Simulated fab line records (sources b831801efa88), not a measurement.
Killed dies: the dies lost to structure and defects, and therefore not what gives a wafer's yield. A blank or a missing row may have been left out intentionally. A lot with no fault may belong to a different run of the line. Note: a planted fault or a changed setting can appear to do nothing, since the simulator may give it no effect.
Matching of chambers + flow gf180mcu + GF_V1_ETCH_16 on rie diel-02: 4 sister chambers
The step etches BARC in N2/H2. 20 wafers are shown with their chamber, then 10 later ones without.

WAFERS WITH THEIR CHAMBER
| wafer  | chamber | drypump motor current A (A) | throttle valve pct (%) | oes product au (a.u.) |
|--------|---------|-----------------------------|------------------------|-----------------------|
| L074.1 | 3       | 5.2                         | 13.236                 | 0.851                 |
| L074.3 | 0       | 6.0                         | 13.221                 | 0.853                 |
| L074.5 | 1       | 6.1                         | 13.218                 | 0.855                 |
| L079.4 | 0       | 6.1                         | 13.217                 | 0.852                 |
| L079.5 | 0       | 6.1                         | 13.221                 | 0.850                 |
| L079.6 | 1       | 6.2                         | 13.225                 | 0.856                 |
| L083.1 | 0       | 6.1                         | 13.218                 | 0.852                 |
| L083.2 | 1       | 6.1                         | 13.226                 | 0.854                 |
| L083.4 | 2       | 5.3                         | 13.217                 | 0.845                 |
| L084.1 | 2       | 5.3                         | 13.246                 | 0.862                 |
| L084.2 | 3       | 5.2                         | 13.215                 | 0.854                 |
| L084.5 | 3       | 5.2                         | 13.206                 | 0.855                 |
| L085.1 | 3       | 5.2                         | 13.228                 | 0.863                 |
| L085.4 | 0       | 6.1                         | 13.236                 | 0.852                 |
| L085.5 | 1       | 6.2                         | 13.222                 | 0.859                 |
| L088.1 | 3       | 5.2                         | 13.213                 | 0.852                 |
| L088.5 | 0       | 6.1                         | 13.230                 | 0.862                 |
| L088.6 | 3       | 5.2                         | 13.230                 | 0.852                 |
| L089.1 | 2       | 5.3                         | 13.232                 | 0.870                 |
| L089.2 | 3       | 5.2                         | 13.225                 | 0.860                 |

SIGNATURES (averages over the wafers above)
| reading                 | chamber 0 | chamber 1 | chamber 2 | chamber 3 | scatter within a chamber |
|-------------------------|-----------|-----------|-----------|-----------|--------------------------|
| drypump motor current A | 6.083     | 6.150     | 5.300     | 5.200     | 0.0339                   |
| throttle valve pct      | 13.22383  | 13.22275  | 13.23167  | 13.22186  | 0.00946                  |
| oes product au          | 0.85350   | 0.85600   | 0.85900   | 0.85529   | 0.00589                  |
Rule: a wafer's distance from a chamber is the root of the sum, over the readings, of the square of ((its reading less the chamber's mean) divided by the reading's scatter). If the next closest chamber is less than 2 further off than the closest, the wafer can't be placed; otherwise it belongs to the closest. The scatter: the root of (the sum of the squares of (reading less its chamber's mean) over the shown wafers, divided by (wafers less chambers)).

WAFERS WITH NO CHAMBER GIVEN
| wafer  | drypump motor current A (A) | throttle valve pct (%) | oes product au (a.u.) |
|--------|-----------------------------|------------------------|-----------------------|
| L089.3 | 6.1                         | 13.230                 | 0.844                 |
| L090.1 | 6.2                         | 13.230                 | 0.860                 |
| L090.3 | 5.2                         | 13.223                 | 0.856                 |
| L090.5 | 6.1                         | 13.224                 | 0.854                 |
| L097.1 | 6.1                         | 13.222                 | 0.859                 |
| L097.2 | 6.1                         | 13.208                 | 0.861                 |
| L097.3 | 5.2                         | 13.221                 | 0.856                 |
| L097.4 | 5.3                         | 13.231                 | 0.867                 |
| L097.5 | 5.2                         | 13.217                 | 0.843                 |
| L097.6 | 5.3                         | 13.230                 | 0.852                 |

WHICH CHAMBER EACH WENT THROUGH
| wafer  | from the rows above     | in truth |
|--------|-------------------------|----------|
| L089.3 | can't be placed: 0 or 1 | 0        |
| L090.1 | can't be placed: 1 or 0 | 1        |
| L090.3 | 3                       | 3        |
| L090.5 | can't be placed: 0 or 1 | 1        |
| L097.1 | can't be placed: 0 or 1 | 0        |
| L097.2 | can't be placed: 0 or 1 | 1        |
| L097.3 | 3                       | 3        |
| L097.4 | 2                       | 2        |
| L097.5 | 3                       | 3        |
| L097.6 | can't be placed: 2 or 3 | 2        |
Correctly placed: 4 of 10. These rows do not allow placing 6 (true chamber among the candidates in 6). Number placed wrongly: 0.
